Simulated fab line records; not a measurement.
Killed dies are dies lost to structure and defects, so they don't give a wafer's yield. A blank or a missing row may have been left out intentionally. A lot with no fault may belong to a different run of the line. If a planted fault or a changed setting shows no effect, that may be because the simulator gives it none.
A lot that was struck, set against a sound lot -- flow sky130 -- 42 out of 708 route steps
Sound: the wafers L637.1, L637.5, L637.6. Struck: wafer L649.4. (L649.1, L649.3 of the same lot were not struck and are left out.) The cause comes at the end.
Each step with rows lists, per side, the tool, then ch with its chambers, then its first start. Under that, the readings that differ: sound wafers -- struck wafers -- difference of the means -- sigmas: that difference in standard deviations of wafers without a fault.
alike: a reading whose means differ by less than 2 such deviations, as well as words and numbers matching on both sides. not compared: withheld readings; readings where some wafer has no value; bounds like >300 that might hide an equal value; numbers whose values overlap and for which the record gives no deviation.
The two part at a step that has a row with sigmas, a row that says differs or no value, or rows on one side only. When numbers do not overlap yet have no deviation, they are printed without sigmas and do not part them. Lack of a reading on every wafer of one side parts them only where that side has two or more wafers.

first, 1 step without rows for these wafers: SKY_DNWELL_IMPLANT_07.
SKY_DNWELL_STRIP_08: strips in O2/N2.
  sound on plasma-asher-01 ch 0,1, day 3 16:41; struck on plasma-asher-03 ch 1, day 6 08:40
reading,sound,struck,difference,sigmas
o2-flow-sccm (sccm),3011 3010 3015,2993,-19,-2
  alike: chamber-pressure-mTorr, drypump-motor-current-A, oes-product-au, strip-time-to-endpoint-s
  not compared: rf-hours-counter-h
SKY_DNWELL_TW_MEAS_09:
  sound on film-metro-01, day 3 16:47; struck on film-metro-03, day 6 08:46
  alike: DNWELL_TW
then, 7 steps without rows for these wafers: SKY_PWDE_DEHYDRATE_00 (time 60 s); SKY_PWDE_HMDS_01 (prime time 60 s); SKY_PWDE_COAT_02 (resist thk 3000 nm); SKY_PWDE_SOFTBAKE_03; SKY_PWDE_EXPOSE_04 (exposes mask PWDEM, target cd 840 nm); SKY_PWDE_PEB_05; SKY_PWDE_DEVELOP_06 (develop time 60 s).
SKY_PWDE_OVL_MEAS_07:
  sound on overlay-02, day 4 09:14; struck on overlay-02, day 7 02:53
  alike: PWDE_OVL
then, 1 step without rows for these wafers: SKY_PWDE_IMPLANT_08.
SKY_PWDE_STRIP_09: strips in O2/N2.
  sound on plasma-asher-03 ch 0,1, day 4 09:25; struck on plasma-asher-04 ch 0, day 7 03:05
reading,sound,struck,difference,sigmas
o2-flow-sccm (sccm),3008 3019 3017,2994,-21,-2
strip-time-to-endpoint-s (s),36.91 36.98 37.04,36.73,-0.25,-2
  alike: chamber-pressure-mTorr, drypump-motor-current-A, oes-product-au
  not compared: rf-hours-counter-h
SKY_PWDE_TW_MEAS_10:
  sound on film-metro-04, day 4 09:31; struck on film-metro-04, day 7 03:11
  alike: PWDE_TW
then, 7 steps without rows for these wafers: SKY_NWELL_DEHYDRATE_03 (time 60 s); SKY_NWELL_HMDS_04 (prime time 60 s); SKY_NWELL_COAT_05 (resist thk 3000 nm); SKY_NWELL_SOFTBAKE_06; SKY_NWELL_EXPOSE_07 (exposes mask NWM, target cd 840 nm); SKY_NWELL_PEB_08; SKY_NWELL_DEVELOP_09 (develop time 60 s).
SKY_NWELL_OVL_MEAS_10:
  sound on overlay-01, day 5 03:01; struck on overlay-02, day 7 21:11
  alike: NWELL_00_OVL
then, 3 steps without rows for these wafers: SKY_NWELL_IMPLANT_11; SKY_NWELL_IMPLANT_12; SKY_NWELL_IMPLANT_13.
SKY_NWELL_STRIP_14: strips in O2/N2.
  sound on plasma-asher-01 ch 0,1, day 5 03:30; struck on plasma-asher-02 ch 1, day 7 21:40
  alike: chamber-pressure-mTorr, drypump-motor-current-A, o2-flow-sccm, oes-product-au, strip-time-to-endpoint-s
  not compared: rf-hours-counter-h
SKY_NWELL_TW_MEAS_15:
  sound on film-metro-04, day 5 03:36; struck on film-metro-03, day 7 21:46
  alike: NWELL_TW
then, 7 steps without rows for these wafers: SKY_NWELL_DEHYDRATE_16 (time 60 s); SKY_NWELL_HMDS_17 (prime time 60 s); SKY_NWELL_COAT_18 (resist thk 3000 nm); SKY_NWELL_SOFTBAKE_19; SKY_NWELL_EXPOSE_20 (exposes mask NWM COMPLEMENT, target cd 840 nm); SKY_NWELL_PEB_21; SKY_NWELL_DEVELOP_22 (develop time 60 s).
SKY_NWELL_OVL_MEAS_23:
  sound on overlay-02, day 5 21:14; struck on overlay-01, day 8 18:17
reading,sound,struck,difference,sigmas
NWELL_01_OVL (nm),-0.3 -1.9 -2.9,1.8,+3.5,+3
then, 1 step without rows for these wafers: SKY_NWELL_IMPLANT_24.
SKY_NWELL_STRIP_25: strips in O2/N2.
  sound on plasma-asher-03 ch 0,1, day 5 21:25; struck on plasma-asher-03 ch 0, day 8 18:28
  alike: chamber-pressure-mTorr, drypump-motor-current-A, o2-flow-sccm, oes-product-au, strip-time-to-endpoint-s
  not compared: rf-hours-counter-h
SKY_NWELL_TW_MEAS_26:
  sound on film-metro-04, day 5 21:31; struck on film-metro-04, day 8 18:34
  alike: NWELL_2_TW
then, 1 step without rows for these wafers: SKY_NWELL_CLEAN_27 (cleans in SC1/SC2, time 150 s).
SKY_NWELL_RTA_28: time 30 s.
  sound on rtp-anneal-01 ch 0, day 5 21:38; struck on rtp-anneal-02 ch 0, day 8 18:41
  alike: anneal-temp-c-max, lamp-power-pct, wafer_temp_C_max
SKY_NWELL_RS_MEAS_29: the measuring method here is four-point-probe.
  sound on film-metro-01, day 5 21:44; struck on film-metro-03, day 8 18:47
reading,sound,struck,difference,sigmas
NWELL_RS (ohm/sq),623.9 625.3 625.1,627.8,+3.0,+2
-- the record jumps here: 41 days lie between the struck wafers' starts before and after (it left off in module NWELL and takes up again in module PAD_OPEN, whose first step shown is number 708 of the route) --
SKY_PAD_OPEN_PROBE_99:
  record: rows for the struck wafers here (prober-01, day 49 19:52), none for the sound ones

## WHERE THEY PART
Earliest at SKY_DNWELL_STRIP_08; latest, in this record, at SKY_PAD_OPEN_PROBE_99.

WHY: what the simulator had put in
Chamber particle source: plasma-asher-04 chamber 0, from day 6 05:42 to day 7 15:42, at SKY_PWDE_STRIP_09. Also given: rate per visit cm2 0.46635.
